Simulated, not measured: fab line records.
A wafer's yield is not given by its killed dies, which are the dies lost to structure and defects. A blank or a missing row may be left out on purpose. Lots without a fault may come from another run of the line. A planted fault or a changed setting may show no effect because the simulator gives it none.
Which tool did it? / flow gf180mcu / Sampling: 6 lots, 18 wafers, 4 of 602 route steps

## WHAT THE GAUGES SHOWED, per wafer
GF_PSD_RS_MEAS_14: measures by four-point-probe.
lot=L793; measured=day 15 14:20; on=film-metro-03; NSD_RS (ohm/sq)=46.05 46.02 46.23
lot=L797; measured=day 16 20:58; on=film-metro-01; NSD_RS (ohm/sq)=46.13 45.99 45.97
lot=L799; measured=day 17 13:44; on=film-metro-02; NSD_RS (ohm/sq)=44.47 44.54 44.48
lot=L808; measured=day 20 22:59; on=film-metro-03; NSD_RS (ohm/sq)=46.15 46.17 46.13
lot=L810; measured=day 21 10:47; on=film-metro-02; NSD_RS (ohm/sq)=46.15 46.10 46.16
lot=L813; measured=day 22 06:20; on=film-metro-03; NSD_RS (ohm/sq)=46.00 45.98 46.00

## WHICH TOOL RAN EACH LOT (tool, then ch and the chambers of the sampled wafers, then the start)
lot=L793; GF_DUAL_GATE_STRIP_13=plasma-asher-01 ch 0, day 9 11:57; GF_HV_LDD_RTA_52=rtp-anneal-01 ch 0, day 13 17:22; GF_PSD_RTA_13=rtp-anneal-01 ch 0, day 15 14:15
lot=L797; GF_DUAL_GATE_STRIP_13=plasma-asher-04 ch 0,1, day 10 13:44; GF_HV_LDD_RTA_52=rtp-anneal-01 ch 0, day 14 20:55; GF_PSD_RTA_13=rtp-anneal-01 ch 0, day 16 20:52
lot=L799; GF_DUAL_GATE_STRIP_13=plasma-asher-02 ch 0, day 10 23:00; GF_HV_LDD_RTA_52=rtp-anneal-01 ch 0, day 15 12:04; GF_PSD_RTA_13=rtp-anneal-01 ch 0, day 17 13:39
lot=L808; GF_DUAL_GATE_STRIP_13=plasma-asher-01 ch 0,1, day 13 19:53; GF_HV_LDD_RTA_52=rtp-anneal-02 ch 0, day 18 18:14; GF_PSD_RTA_13=rtp-anneal-01 ch 0, day 20 22:53
lot=L810; GF_DUAL_GATE_STRIP_13=plasma-asher-02 ch 0,1, day 14 03:07; GF_HV_LDD_RTA_52=rtp-anneal-02 ch 0, day 19 05:44; GF_PSD_RTA_13=rtp-anneal-01 ch 0, day 21 10:41
lot=L813; GF_DUAL_GATE_STRIP_13=plasma-asher-01 ch 0,1, day 15 01:03; GF_HV_LDD_RTA_52=rtp-anneal-01 ch 0, day 20 02:53; GF_PSD_RTA_13=rtp-anneal-01 ch 0, day 22 06:16
- GF_DUAL_GATE_STRIP_13: strips in O2/N2.
- GF_HV_LDD_RTA_52: time 10 s.
- GF_PSD_RTA_13: time 20 s.

## THE ANSWER, worked out from the rows above alone
Rule: usual is defined by the lots themselves. The widest of any qualifying gaps counts: lots, ordered by their means at a reading, are off when they make up no more than a third of the lots, leave a main group of 4 or more, and stand apart from it by 3 or more times the standard deviation of that group's means. A main group whose means are all the same, to the digits that the tables above print for the reading, isn't used. A lot without any number at a reading at which 4 lots or more have one is off too. All remaining lots with rows at the step are treated as sound.
Off: L799, seen at GF_PSD_RS_MEAS_14 (NSD_RS). For the main group the mean is 46.08 ohm/sq and the standard deviation 0.061.
A tool fits if, at a process step before that reading, it ran every lot that is off, and no sound lot after the first of them. The gauges at GF_PSD_RS_MEAS_14 are tried like those tools. Not one of the candidates tried fits.

## WHAT THE SIMULATOR HAD PUT IN
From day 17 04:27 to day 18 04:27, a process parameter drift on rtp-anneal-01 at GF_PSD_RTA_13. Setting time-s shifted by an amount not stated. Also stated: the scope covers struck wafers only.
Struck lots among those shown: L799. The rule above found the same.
